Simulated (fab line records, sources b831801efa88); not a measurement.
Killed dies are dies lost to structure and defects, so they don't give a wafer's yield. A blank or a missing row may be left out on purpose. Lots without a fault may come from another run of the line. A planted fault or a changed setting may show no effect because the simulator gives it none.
One fault seen from 2 desks | flow sky130 | each desk has only its own numbers; what lay behind them comes last

THE METROLOGY DESK
What the gauges read, lot by lot, whatever tool the lot ran on: means of the sampled wafers that have a number. A lot is out of limits, marked OUT, if its mean lies more than 4 standard deviations from the usual mean; the brackets give that distance.
Columns: A = SONOS_ONO_CVD_02_THK at SKY_SONOS_ONO_THK_MEAS_03, usual 10.42 nm; B = SONOS_ONO_CVD_04_THK at SKY_SONOS_ONO_THK_MEAS_05, usual 5.66 nm; C = cd_nm at SKY_SONOS_ONO_CD_MEAS_13, usual 410.2 nm; D = SONOS_ONO_OVL at SKY_SONOS_ONO_OVL_MEAS_14, usual 0.0 nm
lot  | first seen here | A     | B    | C     | D
L444 | day 12 10:29    | 10.43 | 5.58 | 410.9 | -1.0
L452 | day 15 05:47    | 10.38 | 5.83 | 413.3 | 0.5
L454 | day 15 18:57    | 10.37 | 5.72 | 412.3 | 1.2
L455 | day 16 02:10    | 10.63 | 5.70 | 410.0 | 0.1
L462 | day 17 22:47    | 10.42 | 5.66 | 408.5 | -1.8
L463 | day 18 08:55    | 10.48 | 5.53 | 411.1 | -0.1
This desk's finding: nothing out of limits on any of the 6 lots.

THE TOOL OWNER'S DESK: rie_diel-04
The tool's own readings at SKY_SONOS_ONO_ETCH_15 (etches the open film in CHF3/O2, target depth 19.52 nm, time 7.8 s): means of the sampled wafers that have a number, for each lot that ran on this tool. A lot is out of limits, marked OUT, if its mean lies more than 4 standard deviations from the usual mean; the brackets give that distance.
Columns: A = O2_flow_sccm at SKY_SONOS_ONO_ETCH_15, usual 4.999 sccm; B = drypump_motor_current_A at SKY_SONOS_ONO_ETCH_15, usual 5.8 A; C = oes_product_au at SKY_SONOS_ONO_ETCH_15, usual 1.004 a.u.; D = throttle_valve_pct at SKY_SONOS_ONO_ETCH_15, usual 8.826 %
lot  | first seen here | A     | B   | C     | D
L452 | day 16 10:44    | 4.981 | 6.4 | 1.012 | 8.826
L454 | day 17 00:59    | 5.003 | 6.2 | 1.003 | 8.815
L455 | day 17 07:29    | 5.002 | 5.8 | 1.010 | 8.829
This desk's finding: nothing out of limits on any of the 3 lots.

PUT TOGETHER
The metrology desk saw nothing out of limits.
The tool owner's desk saw nothing out of limits.

WHAT THE SIMULATOR HAD PUT IN
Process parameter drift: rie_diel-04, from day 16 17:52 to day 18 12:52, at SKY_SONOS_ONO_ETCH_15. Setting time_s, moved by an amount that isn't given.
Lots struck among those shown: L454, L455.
